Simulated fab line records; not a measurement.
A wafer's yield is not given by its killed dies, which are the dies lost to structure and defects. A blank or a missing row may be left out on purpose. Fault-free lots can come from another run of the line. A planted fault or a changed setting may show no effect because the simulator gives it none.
Chamber matching + flow sky130 + SKY_FIELD_ISO_ETCH_14 on rieDiel-02: 4 sister chambers
The step etches BARC in N2/H2, stops on SiO2, time 45.9 s, target depth 60 nm. 4 wafers are shown with their chamber, then 11 later ones without.

== EACH WAFER AND ITS CHAMBER ==
| wafer  | chamber | drypumpMotorCurrentA (A) |
|--------|---------|--------------------------|
| L085.6 | 3       | 5.4                      |
| L087.4 | 2       | 6.4                      |
| L090.5 | 0       | 5.1                      |
| L091.2 | 1       | 6.3                      |

== WAFERS WITHOUT THEIR CHAMBER ==
| wafer  | drypumpMotorCurrentA (A) |
|--------|--------------------------|
| L091.4 | 5.5                      |
| L091.5 | 5.1                      |
| L093.2 | 6.4                      |
| L093.3 | 6.3                      |
| L093.5 | 5.5                      |
| L094.1 | 6.5                      |
| L094.2 | 5.5                      |
| L094.6 | 5.1                      |
| L095.1 | 6.4                      |
| L095.2 | 5.1                      |
| L095.3 | 6.3                      |

== CHAMBER TAKEN BY EACH ==
| wafer  | from the rows above     | in truth |
|--------|-------------------------|----------|
| L091.4 | 3                       | 3        |
| L091.5 | 0                       | 0        |
| L093.2 | can't be placed: 2 or 1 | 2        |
| L093.3 | can't be placed: 1 or 2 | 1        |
| L093.5 | 3                       | 3        |
| L094.1 | can't be placed: 2 or 1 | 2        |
| L094.2 | 3                       | 3        |
| L094.6 | 0                       | 0        |
| L095.1 | can't be placed: 2 or 1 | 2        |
| L095.2 | 0                       | 0        |
| L095.3 | can't be placed: 1 or 2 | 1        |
6 of 11 placed correctly. From these rows, 5 cannot be placed; in 5 the true chamber is one of the candidates. Number placed wrongly: 0.
How it was worked out, from the rows above alone: a wafer's distance from a chamber is the root of the sum, over the readings, of the square of ((its reading less the chamber's mean) divided by the reading's scatter). The wafer belongs to the nearest chamber; if the next one is less than 2 further off, it can't be placed. The mean given for a chamber averages the wafers shown for that chamber. The scatter: with one shown wafer a chamber, the root of the mean of the squares of how far each hidden wafer lies from its nearest shown one.
